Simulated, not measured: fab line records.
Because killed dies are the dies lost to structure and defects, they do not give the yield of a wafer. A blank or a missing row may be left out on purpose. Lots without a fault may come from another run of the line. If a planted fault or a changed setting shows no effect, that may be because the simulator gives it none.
Problem report in the 8D (eight disciplines) form, filled by code | flow gf180mcu | the parts of the form that need people (team, actions taken, sign-off) are left out

== 1. WHAT WENT WRONG ==
Mean PASSIVATION_CVD_00_THK at GF_PASSIVATION_THK_MEAS_01: 518 nm over 6 wafers in 2 lots; fault-free wafers: 999 nm, standard deviation 15. Relative to the usual mean, that is a shift of -32 standard deviations.
Earliest sighting: wafer L609.2 on film_metro-02 at day 31 21:45. At this step, 39 wafers from 13 lots have a number in the record. Rule for "out" (also "out of limits"): further than 4 standard deviations from the usual mean. All remaining wafers that have a number are taken as sound.

== 2. WHAT IT IS AND WHAT IT IS NOT ==
question                    | is                     | is not
which readings at this step | PASSIVATION_CVD_00_THK | -
which lots                  | L609, L610             | L597, L598, L599, L600, L601, L604, L616, L617, L618, L619, L620
which wafers of those lots  | all that have a number | -
read on which gauges        | film_metro-02          | film_metro-03
when                        | from day 31 21:45      | up to then (18 sound wafers); but 15 sound wafers of L616, L617, L618, L619, L620 came after

== 3. THE SUSPECTS, EACH WITH WHAT RULES IT OUT ==
Counting: any tool at a process step up to the reading is kept as a suspect provided that every lot that is out went through it and no sound lot did after the first of them.
- the gauge at GF_PASSIVATION_THK_MEAS_01: kept. All the wafers that are out were read on film_metro-02, and no step on other tools shows them out.
- pecvd-04 at GF_PASSIVATION_CVD_00 (deposits SiO2 from TEOS, target thk 1000 nm, time 111.95 s): kept. It processed each lot that is out, first L609 at day 31 21:37, and no sound lot thereafter; up to then, the last sound lot it processed was L600 at day 29 04:19.
The count leaves film_metro-02 at GF_PASSIVATION_THK_MEAS_01 and pecvd-04 at GF_PASSIVATION_CVD_00.

== 4. THE CAUSE (what the simulator had put in) ==
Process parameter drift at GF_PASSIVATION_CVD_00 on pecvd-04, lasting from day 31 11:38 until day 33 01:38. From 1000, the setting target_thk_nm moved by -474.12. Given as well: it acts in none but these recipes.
Counting leaves 2 suspects; this tool is one of them.

== 5. THE CHAIN OF EFFECTS, in route order ==
One row per reading whose mean, taken over the struck wafers that have a number, lies over 3 standard deviations from the usual. Scope: only readings with a usual standard deviation given in the record; hours: median across lots of the time from each lot's start at the first step in this table that gives one to its start at this step; sigmas: change in usual standard deviations.
hours | step                       | reading                | usual  | on struck wafers | change | sigmas
0     | GF_PASSIVATION_THK_MEAS_01 | PASSIVATION_CVD_00_THK | 999 nm | 518              | -480   | -32

== 6. HOW IT WOULD HAVE BEEN CAUGHT EARLIER ==
10 hours passed between the start of the fault at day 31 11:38 and the first reading out of limits at a measuring or inspecting step in this record, taken at day 31 21:45.
Tool readings at GF_PASSIVATION_CVD_00 with a usual standard deviation given in the record: none out on any struck wafer, hence no alarm at a limit of 4 standard deviations on them.
Lots out: 2; of these, L610 started GF_PASSIVATION_CVD_00 on pecvd-04 after day 31 21:45. A hold on the tool at that time would have spared it.
